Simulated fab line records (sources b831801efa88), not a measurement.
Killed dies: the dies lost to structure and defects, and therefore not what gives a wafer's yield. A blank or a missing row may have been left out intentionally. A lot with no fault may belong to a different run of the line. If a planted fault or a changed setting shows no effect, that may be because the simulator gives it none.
The same fault as seen by 2 desks -- flow gf180mcu -- only its own numbers are on each desk; what lay behind them is given at the end

## AT THE TOOL OWNER'S DESK: pecvd-02
The tool's own readings at GF_SAB_CVD_00 (deposits SiO2 from TEOS, target thk 50 nm, time 4.9302 s): means of the sampled wafers that have a number, for each lot that ran on this tool. The brackets show how far a lot's mean lies from the usual mean; more than 4 standard deviations puts the lot out of limits, marked OUT.
Columns: A = heater power w at GF_SAB_CVD_00, usual 641 W
lot,first seen here,A
L979,day 16 13:13,586
L981,day 16 22:46,637
L991,day 20 22:37,593
L993,day 21 21:25,650
Finding of this desk: none of the 4 lots has anything out of limits.

## METROLOGY DESK
What the gauges read for every lot (on any tool): the sampled wafers with a number, averaged. The brackets show how far a lot's mean lies from the usual mean; more than 4 standard deviations puts the lot out of limits, marked OUT. 7 of its 8 readings are shown: the first one out of limits and those lying furthest out on some lot.
Columns: A = cd nm at GF_PSD_CD_MEAS_07, usual 400.0 nm; B = PSD_OVL at GF_PSD_OVL_MEAS_08, usual 0.4 nm; C = PSD_TW at GF_PSD_TW_MEAS_11, usual 3156; D = NSD_RS at GF_PSD_RS_MEAS_14, usual 46.14 ohm/sq; E = PSD_RS at GF_PSD_RS_MEAS_15, usual 108.60 ohm/sq; F = SAB_CVD_00_THK at GF_SAB_THK_MEAS_01, usual 50.0 nm; G = SAB_OVL at GF_SAB_OVL_MEAS_10, usual 0.6 nm
lot,first seen here,A,B,C,D,E,F,G
L979,day 16 12:24,401.8,-1.6,3150,46.20,108.86,66.4 (+21) OUT,-0.1
L981,day 16 21:56,395.5,-1.3,3120,46.22,108.72,65.6 (+20) OUT,-0.3
L988,day 19 23:48,403.7,0.9,3119,46.06,108.36,49.4,-0.2
L991,day 20 21:47,402.3,0.9,3134,46.19,108.40,48.9,0.4
L993,day 21 20:34,402.8,-0.5,3220,46.28,108.90,50.3,-1.1
L996,day 22 12:54,400.7,0.4,3126,46.08,108.23,49.7,0.0
Per this desk, out of limits: L979, L981; the first was L979, day 16 13:15 (SAB_CVD_00_THK at GF_SAB_THK_MEAS_01). In limits: L988, L991, L993, L996.

## BROUGHT TOGETHER
At day 16 13:15 the metrology desk could have sounded an alarm, on L979, L981.
The tool owner's desk saw nothing out of limits.
Tool owner's desk: L979, L981 on record, inside its limits.
Of the lots named, all ran GF_SAB_CVD_00 on pecvd-02.

## WHAT THE SIMULATOR PUT IN
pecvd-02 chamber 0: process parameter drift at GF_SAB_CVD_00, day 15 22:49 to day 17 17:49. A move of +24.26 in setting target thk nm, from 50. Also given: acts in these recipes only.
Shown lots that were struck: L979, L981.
Hours from the fault's start to each desk's first reading out of limits: the metrology desk, 14.
